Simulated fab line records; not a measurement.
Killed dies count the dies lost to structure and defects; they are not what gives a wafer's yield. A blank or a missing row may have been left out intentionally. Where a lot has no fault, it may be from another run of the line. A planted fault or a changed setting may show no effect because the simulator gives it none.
Chamber matching | flow gf180mcu | 4 sister chambers for GF_V3_CMP_04 on cmp-02
The step polishes SiO2. 16 wafers are shown with their chamber, then 8 later ones without.

## WAFERS, EACH WITH ITS CHAMBER
wafer  | chamber | motorCurrentA (A) | timeToEndpointS (s)
L725.2 | 3       | 10.2              | 83
L725.3 | 1       | 13.7              | 78
L725.6 | 2       | 13.3              | 85
L726.1 | 1       | 14.1              | 78
L726.3 | 3       | 10.3              | 78
L726.4 | 2       | 13.9              | 87
L730.1 | 1       | 13.6              | 75
L730.5 | 3       | 10.4              | 83
L730.6 | 2       | 13.7              | 84
L732.1 | 0       | 9.3               | 83
L732.2 | 1       | 13.7              | 91
L732.3 | 2       | 13.8              | 79
L738.2 | 3       | 10.3              | 71
L738.4 | 2       | 13.6              | 81
L738.6 | 1       | 13.5              | 79
L739.3 | 1       | 13.8              | 80

SIGNATURES, as means of the wafers listed above
reading         | chamber 0 | chamber 1 | chamber 2 | chamber 3 | scatter within a chamber
motorCurrentA   | 9.300     | 13.733    | 13.660    | 10.300    | 0.193
timeToEndpointS | 83.00     | 80.17     | 83.20     | 78.75     | 4.94
Rule: a wafer lies at a distance from a chamber equal to the root of the sum of squares, over the readings, of (its reading less the chamber's mean, divided by the reading's scatter). The wafer belongs to the nearest chamber; if the next one is less than 2 further off, it can't be placed. How the scatter is found: for the shown wafers, subtract from each reading the mean of its chamber, square and add these, divide the total by (wafers less chambers), then take the root.

## WAFERS WITH NO CHAMBER GIVEN
wafer  | motorCurrentA (A) | timeToEndpointS (s)
L739.4 | 10.1              | 82
L739.6 | 14.3              | 81
L741.3 | 9.9               | 78
L741.4 | 14.5              | 83
L741.5 | 10.2              | 84
L747.2 | 8.7               | 78
L747.4 | 13.4              | 78
L747.6 | 13.8              | 82

## CHAMBER TAKEN BY EACH
wafer  | from the rows above     | in truth
L739.4 | 3                       | 3
L739.6 | can't be placed: 1 or 2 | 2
L741.3 | can't be placed: 3 or 0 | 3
L741.4 | can't be placed: 1 or 2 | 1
L741.5 | 3                       | 3
L747.2 | 0                       | 0
L747.4 | can't be placed: 2 or 1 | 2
L747.6 | can't be placed: 1 or 2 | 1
Placed correctly: 3 of 8. Cannot be placed on the basis of these rows: 5; the candidates contain the true chamber in 5. Wrongly placed: 0.
